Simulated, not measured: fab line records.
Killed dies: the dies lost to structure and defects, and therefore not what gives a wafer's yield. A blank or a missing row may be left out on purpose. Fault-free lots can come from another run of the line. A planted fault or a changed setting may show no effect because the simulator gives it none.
2 desks looking at one fault	flow gf180mcu	every desk sees just its own numbers, and what lay behind them comes last

AT THE METROLOGY DESK
Lot by lot, what the gauges showed, no matter which tool ran the lot: averages of those sampled wafers that carry a number. Marked OUT: a lot whose mean sits more than 4 standard deviations from the usual mean, which makes it out of limits; the brackets give that distance.
Columns: A = PASSIVATION_CVD_00_THK at GF_PASSIVATION_THK_MEAS_01, usual 1009 nm; B = PASSIVATION_CVD_02_THK at GF_PASSIVATION_THK_MEAS_03, usual 690 nm
lot	first seen here	A	B
L834	day 29 08:44	1005	690
L838	day 30 16:54	1007	689
L844	day 31 23:24	1014	686
L845	day 32 04:01	1020	689
L849	day 33 08:44	994	684
L851	day 33 18:34	778 (-16) OUT	697
L852	day 34 01:34	1016	688
L853	day 34 06:42	886 (-8.8) OUT	677
L854	day 34 16:37	1024	680
L856	day 34 22:39	1004	693
This desk reports L851, L853 out of limits; the earliest was L851 at day 33 18:34 (PASSIVATION_CVD_00_THK at GF_PASSIVATION_THK_MEAS_01). L834, L838, L844, L845, L849, L852, L854, L856 stayed within limits.

AT THE TOOL OWNER'S DESK: pecvd-01
The tool's own readings at GF_PASSIVATION_CVD_00 (deposits SiO2 from TEOS, target thk 1000 nm, time 111.95 s): means of the sampled wafers that have a number, for each lot that ran on this tool. Marked OUT: a lot whose mean sits more than 4 standard deviations from the usual mean, which makes it out of limits; the brackets give that distance.
Columns: A = heater_power_w at GF_PASSIVATION_CVD_00, usual 647 W; B = susceptor_temp_C at GF_PASSIVATION_CVD_00, usual 400.02 C
lot	first seen here	A	B
L844	day 31 23:19	793	400.05
L849	day 33 08:40	702	399.80
L851	day 33 18:28	822	400.07
L853	day 34 06:37	710	400.03
This desk's finding: nothing out of limits on any of the 4 lots.

ALL TOGETHER
An alarm was possible from the metrology desk at day 33 18:34, on L851, L853.
Nothing out of limits was seen by the tool owner's desk.
The tool owner's desk has L851, L853 on record, within its limits.
Of the lots named, all ran GF_PASSIVATION_CVD_00 on pecvd-01.

WHAT THE SIMULATOR HAD PUT IN
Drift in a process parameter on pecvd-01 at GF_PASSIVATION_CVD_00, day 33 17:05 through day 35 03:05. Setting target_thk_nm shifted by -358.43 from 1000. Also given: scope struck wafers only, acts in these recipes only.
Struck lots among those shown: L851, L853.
Time in hours between the start of the fault and the first out-of-limits reading at each desk: metrology desk, 1.
